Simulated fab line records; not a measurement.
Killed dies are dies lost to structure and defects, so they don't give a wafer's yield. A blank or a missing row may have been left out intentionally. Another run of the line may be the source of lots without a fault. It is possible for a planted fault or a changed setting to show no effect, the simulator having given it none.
A struck lot beside a sound one ; flow sky130 ; 17 out of 708 route steps
Sound: these wafers, L236.1, L236.5, L236.6. Struck: wafer L250.5. At the end, the cause is stated.
For every step that has rows: the tool of each side, followed by ch and its chambers, followed by its first start. Under that, the readings that differ: sound wafers ; struck wafers ; difference of the means ; sigmas: that difference in standard deviations of wafers without a fault.
alike: a reading whose means differ by less than 2 such deviations, as well as words and numbers matching on both sides. not compared: withheld readings; readings where some wafer has no value; bounds like >300 that might hide an equal value; numbers whose values overlap and for which the record gives no deviation.
A row with sigmas, a row that says differs or no value, or rows on one side alone: a step with any of these is where the two part. When numbers do not overlap yet have no deviation, they are printed without sigmas and do not part them. A reading missing from all wafers of one side parts the sides only when that side holds two or more wafers.

first, 5 steps without rows for these wafers: SKY_SD_N_COAT_02 (resist thk 1140 nm); SKY_SD_N_SOFTBAKE_03 (time 60 s); SKY_SD_N_EXPOSE_04 (exposes mask NSDM, target cd 380 nm); SKY_SD_N_PEB_05; SKY_SD_N_DEVELOP_06 (develop time 60 s).
SKY_SD_N_CD_MEAS_07: target cd 380 nm.
  struck on cdSem-02, day 33 20:38; sound on cdSem-01, day 29 20:55
  alike: cdNm
SKY_SD_N_OVL_MEAS_08:
  struck on overlay-01, day 33 20:43; sound on overlay-02, day 29 21:02
  alike: SD_N_OVL
then, 2 steps without rows for these wafers: SKY_SD_N_IMPLANT_09; SKY_SD_N_IMPLANT_10.
SKY_SD_N_STRIP_11: strips in O2/N2.
  sound on plasmaAsher-01 ch 0,1, day 29 21:22; struck on plasmaAsher-04 ch 0, day 33 21:05
reading;sound;struck;difference;sigmas
stripTimeToEndpointS (s);22.55 22.57 22.58;22.67;+0.10;+3
  alike: drypumpMotorCurrentA, oesProductAu
  not compared: rfHoursCounterH
SKY_SD_N_TW_MEAS_12:
  struck on filmMetro-02, day 33 21:10; sound on filmMetro-01, day 29 21:28
  alike: SD_N_TW
then, 1 step without rows for these wafers: SKY_SD_N_CLEAN_13 (cleans in SC1/SC2, time 150 s).
SKY_SD_N_RTA_14: time 2 s.
  sound on rtpAnneal-01 ch 0, day 29 21:35; struck on rtpAnneal-01 ch 0, day 33 21:16
reading;sound;struck;difference;sigmas
wafer_temp_C_max;1080.0 1077.4 1078.5;1084.2;+5.6;+4
  alike: lampPowerPct, rampDownCPerS
SKY_SD_N_RS_MEAS_16: uses a four-point probe to measure.
  struck on filmMetro-02, day 33 21:29; sound on filmMetro-02, day 29 21:45
reading;sound;struck;difference;sigmas
SD_N_RS (ohm/sq);68.77 68.77 68.67;67.90;-0.84;-7
SKY_SD_N_RS_MEAS_17: uses a four-point probe to measure.
  struck on filmMetro-02, day 33 21:37; sound on filmMetro-02, day 29 21:52
reading;sound;struck;difference;sigmas
SD_P_RS (ohm/sq);147.8 147.3 147.8;143.4;-4.2;-11
SKY_SD_N_RS_MEAS_18: uses a four-point probe to measure.
  struck on filmMetro-02, day 33 21:44; sound on filmMetro-02, day 29 21:59
  alike: RES_XHIGH_RS
-- the record jumps here: 16 days lie between the struck wafers' starts before and after (it left off in module SD_N and takes up again in module PAD_OPEN, whose first step shown is number 708 of the route) --
SKY_PAD_OPEN_PROBE_99:
  struck on prober-01, day 50 02:35; sound on prober-02, day 47 06:37
reading;sound;struck;difference;sigmas
killedAtContacts;32 27 38;14;-18;-3
killedDies;83 97 100;71;-22;-3
killedShort;42 50 55;30;-19;-3
model.etest.liconHighPo.rcOhm;347.5 351 355.8;326.7;-24.7;
model.etest.resHighPo.rsOhmSq;263.2 268.9 268.4;247.5;-19.3;
model.etest.resPdiffHv.rsOhmSq;190 191.3 189;185.1;-5.0;
model.etest.resPdiff.rsOhmSq;196.3 197.3 197.5;192.2;-4.8;
  alike: killed_at_M0_to_M3, killed_at_M4_up, killedAtFrontEnd, killedAtOther, killedOpen

== WHERE THEY PART ==
Last at SKY_PAD_OPEN_PROBE_99 as far as this record goes, first at SKY_SD_N_STRIP_11.

WHY: what the simulator had put in
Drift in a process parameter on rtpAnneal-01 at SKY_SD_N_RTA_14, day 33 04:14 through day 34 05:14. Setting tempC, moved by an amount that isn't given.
